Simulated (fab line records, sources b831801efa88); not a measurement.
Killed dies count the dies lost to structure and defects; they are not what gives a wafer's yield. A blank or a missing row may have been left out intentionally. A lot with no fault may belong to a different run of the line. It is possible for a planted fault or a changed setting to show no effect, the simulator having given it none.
fab line records    flow sky130
[record] lots = 7  wafers = 21  last_day = 50
route steps=708 shown VIA3@591 METAL4@598 CAP2M@603 PAD_OPEN@708
lots that met no fault: taken from a fault-free run of the same line
start_h: hours from the record's first day to the start of the lot's first wafer shown    wait_h: how many hours have passed since the lot's step before this one    " repeats the value in the row above    L1.1+2: a row that stands for several wafers    - either no value or no given start    * or withheld: withheld    < > ~ a bound
route shown NAME@n: names a module that has steps shown in the file, with the first one's number in the route    usual: the fault-free wafers' mean and standard deviation    same: alike in all rows    chamber/n: place in a boat    sites: the reading at each site    _std_site: the standard deviation of these    _edge_site: outer sites' mean less inner sites'    radius_mm: how far each site lies from the wafer's centre    mask NAME#n: copy n    behind: the tool/chamber that last shaped the wafer    hold: the reason the lot was held/the length of the hold in hours/how it ended    device: which transistor (n, p or np) failed to switch    end of line: tests run on the same wafers once the route is complete    step lacking rows: just its recipe    killed: dies that structure and defects cost at the first sort, which is not the same as the wafer's yield    map: dies across one wafer; x = killed, . = not, _ = none there
set.NAME: setting as actually run; set.NAME@STEP: the setting as run at that earlier step    model.NAME: the simulator's own value behind a step, which no gauge read
lots seen at some steps along the route; tables by step, rows by wafer
services: when a tool's chamber went out of use (start_h, in hours from the record's first day, below 0 if earlier), for how many hours, and the reason
[[steps]]
[step SKY_VIA3_CLEAN_18]
[recipe] chemistry = IPA  time_s = 180  temp_c = 25
[step SKY_VIA3_CLEAN_19]
[recipe] chemistry = O3/DIW  dry = n2_spin
[step SKY_VIA3_SPUTTER_20]
[recipe] material = TiN  target_thk_nm = 20  chamber_pressure_pa = 5  power_w = 4000  time_s = 80
[usual] chamber_pressure_pa = 5.001/0.0094  throttle_valve_pct = 30.0/1.1
lot.wafer  tool            chamber  start_h  wait_h  chamber_pressure_pa  throttle_valve_pct
L214.2     pvd_sputter-03  -        981.26   0.0     5.000                28.4
L214.3     "               -        "        "       5.022                29.4
L214.5     "               -        "        "       4.996                30.6
L221.3     pvd_sputter-04  -        1021.76  0.0     5.005                29.5
L221.4     "               -        "        "       4.993                30.0
L221.5     "               -        "        "       4.991                31.7
L223.2     pvd_sputter-04  -        1022.91  0.0     5.005                29.6
L223.4     "               -        "        "       4.992                29.7
L223.6     "               -        "        "       4.989                29.7
L225.1     pvd_sputter-03  -        1024.36  0.0     5.009                29.1
L225.3     "               -        "        "       5.000                31.2
L225.5     "               -        "        "       5.007                29.0
L229.1     pvd_sputter-03  -        1062.47  0.0     5.003                28.8
L229.3     "               -        "        "       5.003                31.1
L229.5     "               -        "        "       5.007                28.4
L231.4     pvd_sputter-04  -        1062.83  0.0     5.003                30.0
L231.5     "               -        "        "       5.004                30.0
L231.6     "               -        "        "       5.017                31.6
L232.3     pvd_sputter-03  -        1073.49  0.0     4.999                28.6
L232.4     "               -        "        "       5.000                28.8
L232.6     "               -        "        "       4.998                31.0
[step SKY_VIA3_CVD_21]
[recipe] material = W  target_thk_nm = 390  time_s = 117.31  temp_c = 400  pressure_torr = 40
[step SKY_VIA3_RS_MEAS_22]
[recipe] thk_meas_gauge = four-point-probe  reads = W_of_VIA3_CVD_21+TiN_of_VIA3_SPUTTER_20
[usual] VIA3_W_RS = 0.293/0.0062
lot.wafer  tool           chamber  start_h  wait_h  VIA3_W_RS[ohm/sq]
L214.2     film_metro-03  -        981.46   0.1     0.295
L214.3     "              -        "        "       0.294
L214.5     "              -        "        "       0.295
L221.3     film_metro-01  -        1021.98  0.1     0.301
L221.4     "              -        "        "       0.296
L221.5     "              -        "        "       0.300
L223.2     film_metro-01  -        1023.11  0.1     0.297
L223.4     "              -        "        "       0.293
L223.6     "              -        "        "       0.294
L225.1     film_metro-03  -        1024.54  0.1     0.296
L225.3     "              -        "        "       0.294
L225.5     "              -        "        "       0.294
L229.1     film_metro-01  -        1062.66  0.1     0.292
L229.3     "              -        "        "       0.288
L229.5     "              -        "        "       0.296
L231.4     film_metro-01  -        1063.07  0.1     0.292
L231.5     "              -        "        "       0.295
L231.6     "              -        "        "       0.296
L232.3     film_metro-04  -        1073.71  0.1     0.293
L232.4     "              -        "        "       0.297
L232.6     "              -        "        "       0.295
[step SKY_VIA3_THK_MEAS_23]
[recipe] thk_meas_gauge = xrf  reads = W_of_VIA3_CVD_21
[usual] VIA3_W_THK = 385/8.5
lot.wafer  tool           chamber  start_h  wait_h  VIA3_W_THK[nm]
L214.2     film_metro-03  -        981.57   0.1     385
L214.3     "              -        "        "       390
L214.5     "              -        "        "       385
L221.3     film_metro-01  -        1022.08  0.1     371
L221.4     "              -        "        "       380
L221.5     "              -        "        "       374
L223.2     film_metro-01  -        1023.22  0.1     375
L223.4     "              -        "        "       383
L223.6     "              -        "        "       380
L225.1     film_metro-03  -        1024.66  0.1     383
L225.3     "              -        "        "       386
L225.5     "              -        "        "       387
L229.1     film_metro-01  -        1062.78  0.1     383
L229.3     "              -        "        "       389
L229.5     "              -        "        "       379
L231.4     film_metro-01  -        1063.16  0.1     382
L231.5     "              -        "        "       380
L231.6     "              -        "        "       381
L232.3     film_metro-04  -        1073.81  0.1     388
L232.4     "              -        "        "       381
L232.6     "              -        "        "       381
[step SKY_VIA3_CMP_24]
[recipe] stop_on = SiO2  t_overpolish_s = 20  down_force_psi = 3.5  platen_rpm = 60  target_thk_nm = 0  pad_velocity_m_s = 0.94248
[usual] motor_current_A = 11.2/1.1  overpolish_run_s = 20.000/0.0094  time_to_endpoint_s = 95/4.5
lot.wafer  tool    chamber  start_h  wait_h  motor_current_A  overpolish_run_s  time_to_endpoint_s
L214.2     cmp-01  2        981.67   0.1     11.9             20.004            95
L214.3     "       3        "        "       10.0             20.009            94
L214.5     "       2        "        "       12.3             20.005            92
L221.4     cmp-02  3        1022.12  0.0     8.7              19.998            86
L221.3     "       1        "        "       12.3             19.993            94
L221.5     "       0        "        "       12.7             20.004            91
L223.4     cmp-02  1        1023.32  0.1     11.7             19.999            96
L223.2     "       2        "        "       11.2             19.998            96
L223.6     "       1        "        "       12.5             20.001            101
L225.3     cmp-01  1        1024.72  0.0     11.0             19.990            95
L225.1     "       2        "        "       11.4             20.010            93
L225.5     "       2        "        "       11.9             20.017            94
L229.3     cmp-02  3        1062.94  0.1     9.0              20.001            94
L229.1     "       1        "        "       12.3             20.015            102
L229.5     "       2        "        "       11.8             20.007            94
L231.4     cmp-01  1        1063.34  0.2     10.5             20.003            96
L231.5     "       2        "        "       11.9             19.999            92
L231.6     "       3        "        "       10.4             20.004            89
L232.3     cmp-01  0        1073.90  0.1     12.5             20.014            99
L232.4     "       1        "        "       10.4             19.993            95
L232.6     "       3        "        "       10.3             20.006            90
[step SKY_METAL4_SPUTTER_00]
[recipe] material = Ti  target_thk_nm = 15  power_w = 3000  time_s = 10  chamber_pressure_pa = 0.4
[usual] chamber_pressure_pa = 0.3999/0.00075  throttle_valve_pct = 29.8/0.89
lot.wafer  tool            chamber  start_h  wait_h  chamber_pressure_pa  throttle_valve_pct
L214.2     pvd_sputter-01  -        981.92   0.2     0.4005               28.9
L214.3     "               -        "        "       0.4007               29.2
L214.5     "               -        "        "       0.4001               30.0
L221.3     pvd_sputter-03  -        1022.42  0.1     0.3995               31.2
L221.4     "               -        "        "       0.3998               28.2
L221.5     "               -        "        "       0.4014               29.3
L223.2     pvd_sputter-04  -        1023.57  0.1     0.4003               32.0
L223.4     "               -        "        "       0.4000               30.3
L223.6     "               -        "        "       0.3991               29.7
L225.1     pvd_sputter-04  -        1025.02  0.2     0.4000               31.4
L225.3     "               -        "        "       0.4010               29.7
L225.5     "               -        "        "       0.4001               29.2
L229.1     pvd_sputter-01  -        1063.19  0.1     0.3990               30.9
L229.3     "               -        "        "       0.4001               29.7
L229.5     "               -        "        "       0.3995               29.2
L231.4     pvd_sputter-03  -        1063.50  0.1     0.3996               28.7
L231.5     "               -        "        "       0.3995               28.2
L231.6     "               -        "        "       0.3999               30.9
L232.3     pvd_sputter-01  -        1074.15  0.2     0.4014               28.9
L232.4     "               -        "        "       0.3985               29.8
L232.6     "               -        "        "       0.4009               28.8
[step SKY_METAL4_SPUTTER_01]
[recipe] material = TiN  target_thk_nm = 20  power_w = 6500  time_s = 16.32  chamber_pressure_pa = 0.4
[step SKY_METAL4_SPUTTER_02]
[recipe] material = AlCu  target_thk_nm = 735  power_w = 10600  time_s = 39.1  chamber_pressure_pa = 0.4
[usual] chamber_pressure_pa = 0.4001/0.00074  throttle_valve_pct = 29.7/0.87
lot.wafer  tool            chamber  start_h  wait_h  chamber_pressure_pa  throttle_valve_pct
L214.2     pvd_sputter-01  -        981.97   0.0     0.3992               29.0
L214.3     "               -        "        "       0.4006               29.1
L214.5     "               -        "        "       0.3990               29.8
L221.3     pvd_sputter-03  -        1022.47  0.0     0.3995               30.9
L221.4     "               -        "        "       0.4004               28.2
L221.5     "               -        "        "       0.3991               29.4
L223.2     pvd_sputter-04  -        1023.62  0.0     0.4014               31.7
L223.4     "               -        "        "       0.4000               30.1
L223.6     "               -        "        "       0.3992               29.6
L225.1     pvd_sputter-04  -        1025.07  0.0     0.4007               31.5
L225.3     "               -        "        "       0.4008               29.3
L225.5     "               -        "        "       0.3988               29.4
L229.1     pvd_sputter-01  -        1063.24  0.0     0.4004               31.1
L229.3     "               -        "        "       0.4004               29.7
L229.5     "               -        "        "       0.3998               28.9
L231.4     pvd_sputter-03  -        1063.56  0.0     0.3992               29.0
L231.5     "               -        "        "       0.4005               28.4
L231.6     "               -        "        "       0.4007               31.0
L232.3     pvd_sputter-01  -        1074.20  0.0     0.4018               28.8
L232.4     "               -        "        "       0.3996               29.9
L232.6     "               -        "        "       0.4018               29.4
[step SKY_METAL4_SPUTTER_03]
[recipe] material = Ti  target_thk_nm = 5  power_w = 3000  time_s = 3.3  chamber_pressure_pa = 0.4
[step SKY_METAL4_SPUTTER_04]
[recipe] material = TiN  target_thk_nm = 70  power_w = 6500  time_s = 58.3  chamber_pressure_pa = 0.4
[usual] chamber_pressure_pa = 0.3999/0.00079  throttle_valve_pct = 29.7/0.89
lot.wafer  tool            chamber  start_h  wait_h  chamber_pressure_pa  throttle_valve_pct
L214.2     pvd_sputter-01  -        982.03   0.0     0.3998               28.9
L214.3     "               -        "        "       0.4005               29.1
L214.5     "               -        "        "       0.4008               29.8
L221.3     pvd_sputter-03  -        1022.53  0.0     0.4009               31.1
L221.4     "               -        "        "       0.4008               28.1
L221.5     "               -        "        "       0.3994               29.5
L223.2     pvd_sputter-04  -        1023.68  0.0     0.3994               31.8
L223.4     "               -        "        "       0.4000               30.1
L223.6     "               -        "        "       0.4001               29.7
L225.1     pvd_sputter-04  -        1025.13  0.0     0.4000               31.5
L225.3     "               -        "        "       0.4011               29.2
L225.5     "               -        "        "       0.3998               29.5
L229.1     pvd_sputter-01  -        1063.29  0.0     0.3992               30.9
L229.3     "               -        "        "       0.3991               29.8
L229.5     "               -        "        "       0.3999               28.9
L231.4     pvd_sputter-03  -        1063.62  0.0     0.4006               28.6
L231.5     "               -        "        "       0.3989               28.2
L231.6     "               -        "        "       0.3988               30.8
L232.3     pvd_sputter-01  -        1074.26  0.0     0.3990               28.9
L232.4     "               -        "        "       0.4005               29.5
L232.6     "               -        "        "       0.4000               29.0
[step SKY_CAP2M_CVD_00]
[recipe] material = SiO2  target_thk_nm = 15.5  temp_c = 400  time_s = withheld  rf_w = 450
[usual] heater_power_outer_w = 424/63  heater_power_w = 707/82  susceptor_temp_C = 400.01/0.22
lot.wafer  tool      chamber  start_h  wait_h  heater_power_outer_w  heater_power_w  susceptor_temp_C
L214.2     pecvd-03  1        982.07   0.0     409                   729             399.79
L214.3     "         0        "        "       495                   772             399.96
L214.5     "         0        "        "       480                   772             400.12
L221.3     pecvd-03  2        1022.59  0.0     -                     -               -
L221.4     "         0        "        "       -                     -               -
L221.5     "         0        "        "       -                     -               -
L223.2     pecvd-02  2        1023.73  0.0     -                     -               -
L223.4     "         0        "        "       -                     -               -
L223.6     "         2        "        "       -                     -               -
L225.1     pecvd-03  2        1025.18  0.0     -                     -               -
L225.3     "         2        "        "       -                     -               -
L225.5     "         0        "        "       -                     -               -
L229.1     pecvd-02  2        1063.34  0.0     407                   724             399.93
L229.3     "         0        "        "       464                   745             400.38
L229.5     "         2        "        "       412                   727             400.04
L231.4     pecvd-04  2        1063.66  0.0     451                   750             400.21
L231.5     "         0        "        "       488                   805             400.03
L231.6     "         1        "        "       414                   686             400.10
L232.3     pecvd-02  1        1074.31  0.0     302                   495             399.82
L232.4     "         1        "        "       299                   512             399.99
L232.6     "         2        "        "       356                   640             399.58
[step SKY_PAD_OPEN_PROBE_99]
[usual] defect_limited_yield = 82.8/1.9  killed_at_M0_to_M3 = 43/7.5  killed_at_M4_up = 2.8/1.8  killed_at_contacts = 24/5.3  killed_at_front_end = 14/4.2  killed_at_other = 0.3/0.54  killed_dies = 84/9.4  killed_open = 46/7.1  killed_short = 38/6.6  sort_bin_3_pad_short = 0.8/0.42  sort_bin_5_function = 10.1/1.4  sort_bin_6_memory = 6.2/1.1  sort_n_pass = 408/9.4  sort_yield_pct = 82.8/1.9
[same] gross_dies = 492  killed_at_back_side = 0  sort_bin_4_leakage[%] = 0  sort_bin_8_speed[%] = 0
lot.wafer  tool       chamber  start_h  wait_h  defect_limited_yield[%]  killed_at_M0_to_M3  killed_at_M4_up  killed_at_contacts  killed_at_front_end  killed_at_other  killed_dies  killed_open  killed_short  sort_bin_3_pad_short[%]  sort_bin_5_function[%]  sort_bin_6_memory[%]  sort_n_pass  sort_yield_pct[%]
L214.2     prober-01  -        1119.01  0.1     86.4                     30                  5                23                  9                    0                67           30           37            0.6                      6.3                     6.7                   425          86.4
L214.3     prober-01  -        1119.06  0.2     83.1                     57                  1                17                  8                    0                83           49           34            0.8                      9.6                     6.5                   409          83.1
L214.5     prober-01  -        1119.16  0.2     80.7                     40                  6                31                  17                   1                95           45           50            0.4                      12.6                    6.3                   397          80.7
L229.1     prober-01  -        1182.43  0.1     81.7                     52                  2                25                  11                   0                90           47           43            0.8                      12.4                    5.1                   402          81.7
L229.3     prober-01  -        1182.53  0.2     85.8                     41                  1                15                  13                   0                70           37           33            0.6                      7.3                     6.3                   422          85.8
L229.5     prober-01  -        1182.63  0.2     83.9                     34                  2                29                  14                   0                79           45           34            0.6                      8.7                     6.7                   413          83.9
L231.4     prober-02  -        1184.83  0.2     84.3                     34                  3                29                  11                   0                77           40           35            0.8                      8.7                     6.1                   415          84.3
L231.5     prober-02  -        1184.88  0.2     83.3                     45                  2                29                  6                    0                82           45           37            1.0                      10.2                    5.5                   410          83.3
L231.6     prober-02  -        1184.93  0.2     84.1                     38                  4                21                  15                   0                78           45           32            0.8                      10.2                    4.9                   414          84.1
L232.3     prober-01  -        1192.41  0.2     85.4                     33                  1                24                  14                   0                72           41           31            0.2                      10.2                    4.3                   420          85.4
L232.4     prober-01  -        1192.46  0.2     78.9                     58                  1                31                  14                   0                104          63           41            1.4                      11.4                    8.3                   388          78.9
L232.6     prober-01  -        1192.56  0.2     84.3                     32                  3                34                  8                    0                77           40           37            0.8                      8.5                     6.3                   415          84.3
// killed by level:class
L214.2 CONTACT:geometric_particle:open=11 VIA3:geometric_particle:open=5 METAL4:geometric_particle:short=5 POLY_GATE:geometric_particle:short=4 CONTACT:geometric_particle:short=4 VIA3:geometric_particle:short=4 METAL2:geometric_particle:short=4 FIELD_ISO:geometric_particle:short=3
L214.3 VIA1:geometric_particle:open=11 VIA2:geometric_particle:open=11 METAL2:geometric_particle:short=8 METAL1:geometric_particle:short=8 VIA3:geometric_particle:open=8 LI_CONTACT:geometric_particle:open=5 CONTACT:geometric_particle:open=4 CONTACT:geometric_particle:short=4
L214.5 CONTACT:geometric_particle:short=10 VIA1:geometric_particle:open=10 LI_CONTACT:geometric_particle:open=8 CONTACT:geometric_particle:open=8 METAL1:geometric_particle:short=7 VIA1:geometric_particle:short=5 VIA2:geometric_particle:open=5 FIELD_ISO:geometric_particle:short=4
L229.1 VIA2:geometric_particle:open=10 LI_CONTACT:geometric_particle:open=9 VIA1:geometric_particle:open=9 CONTACT:geometric_particle:open=6 METAL1:geometric_particle:short=6 FIELD_ISO:geometric_particle:short=5 VIA1:geometric_particle:short=5 METAL2:geometric_particle:short=5
L229.3 VIA2:geometric_particle:open=9 VIA1:geometric_particle:short=8 CONTACT:geometric_particle:open=8 FIELD_ISO:geometric_particle:short=7 VIA1:geometric_particle:open=7 METAL2:geometric_particle:short=4 CONTACT:geometric_particle:short=3 METAL2:geometric_particle:open=3
L229.5 CONTACT:geometric_particle:open=13 VIA3:geometric_particle:open=8 LI_CONTACT:geometric_particle:open=7 CONTACT:geometric_particle:short=5 VIA1:geometric_particle:open=5 FIELD_ISO:geometric_particle:open=4 VIA1:geometric_particle:short=4 METAL3:geometric_particle:short=4
L231.4 LI_CONTACT:geometric_particle:open=9 CONTACT:geometric_particle:short=8 CONTACT:geometric_particle:open=7 VIA2:geometric_particle:open=7 METAL2:geometric_particle:short=7 VIA1:geometric_particle:open=6 FIELD_ISO:geometric_particle:short=4 POLY_GATE:geometric_particle:open=3
L231.5 VIA1:geometric_particle:open=10 CONTACT:geometric_particle:open=9 LI_CONTACT:geometric_particle:open=8 VIA3:geometric_particle:open=8 CONTACT:geometric_particle:short=7 VIA3:geometric_particle:short=5 VIA2:geometric_particle:open=5 VIA2:geometric_particle:short=4
L231.6 VIA1:geometric_particle:open=12 FIELD_ISO:geometric_particle:open=6 CONTACT:geometric_particle:open=6 METAL2:geometric_particle:short=6 LI_CONTACT:geometric_particle:open=5 VIA2:geometric_particle:open=5 VIA3:geometric_particle:open=4 CONTACT:geometric_particle:short=4
L232.3 VIA1:geometric_particle:open=16 LI_CONTACT:geometric_particle:open=6 CONTACT:geometric_particle:open=5 LOCAL_INTERCONNECT:geometric_particle:short=5 VIA2:geometric_particle:open=5 POLY_GATE:geometric_particle:short=4 LI_CONTACT:geometric_particle:short=4 FIELD_ISO:geometric_particle:short=3
L232.4 VIA1:geometric_particle:open=23 CONTACT:geometric_particle:open=16 METAL1:geometric_particle:short=8 FIELD_ISO:geometric_particle:short=6 VIA1:geometric_particle:short=6 METAL2:geometric_particle:short=6 LI_CONTACT:geometric_particle:open=5 VIA3:geometric_particle:open=5
L232.6 LOCAL_INTERCONNECT:geometric_particle:short=11 LI_CONTACT:geometric_particle:open=10 METAL1:geometric_particle:short=8 CONTACT:geometric_particle:open=8 VIA1:geometric_particle:open=7 VIA2:geometric_particle:open=5 VIA3:geometric_particle:open=3 CONTACT:geometric_particle:short=3
[[services]]
tool            chamber  start_h  hours  kind
cmp-02          -        961.35   8.5    repair
pecvd-02        1        964.54   6.5    repair
pecvd-03        -        965.23   1.0    repair
pvd_sputter-01  -        966.11   4.5    repair
pecvd-02        1        972.13   5.5    scheduled_down
pvd_sputter-04  -        972.43   3.3    repair
pecvd-04        -        988.90   4.3    pm
pecvd-02        1        992.99   2.9    repair
cmp-01          -        998.84   5.9    repair
pvd_sputter-01  -        1003.80  1.2    repair
cmp-01          -        1004.75  5.0    pm
cmp-02          -        1005.76  2.2    repair
cmp-01          -        1010.12  1.9    repair
pecvd-03        1        1010.55  2.1    scheduled_down
pecvd-03        1        1012.68  -      clean
pecvd-03        1        1012.68  -      consumable_replace:showerhead
pecvd-04        -        1023.35  14.6   pm
pecvd-03        -        1028.69  12.9   repair
pvd_sputter-03  -        1031.46  3.3    repair
cmp-01          -        1037.87  4.7    pm
cmp-01          -        1044.21  0.6    repair
pecvd-03        0        1044.28  2.7    repair
cmp-02          -        1051.98  3.5    pm
pvd_sputter-04  -        1071.87  23.0   repair
[[key]]
[first_sign] step = SKY_CAP2M_CVD_00  reading = tool_record  direction = missing
effect none on later readings
met_at SKY_CAP2M_CVD_00
struck_wafers L221.3,L221.4,L221.5,L223.2,L223.4,L223.6,L225.1,L225.3,L225.5
scrapped_behind SKY_CAP2M_THK_MEAS_01 L221.3,L221.4,L221.5,L223.2,L223.4,L223.6,L225.1,L225.3,L225.5
onset_between 982.07 1022.59
[fault] kind = skipped_step_whole  tool = pecvd-02,pecvd-03  chamber = -  onset_h = 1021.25  steps = SKY_CAP2M_CVD_00  scope = struck_lots_only
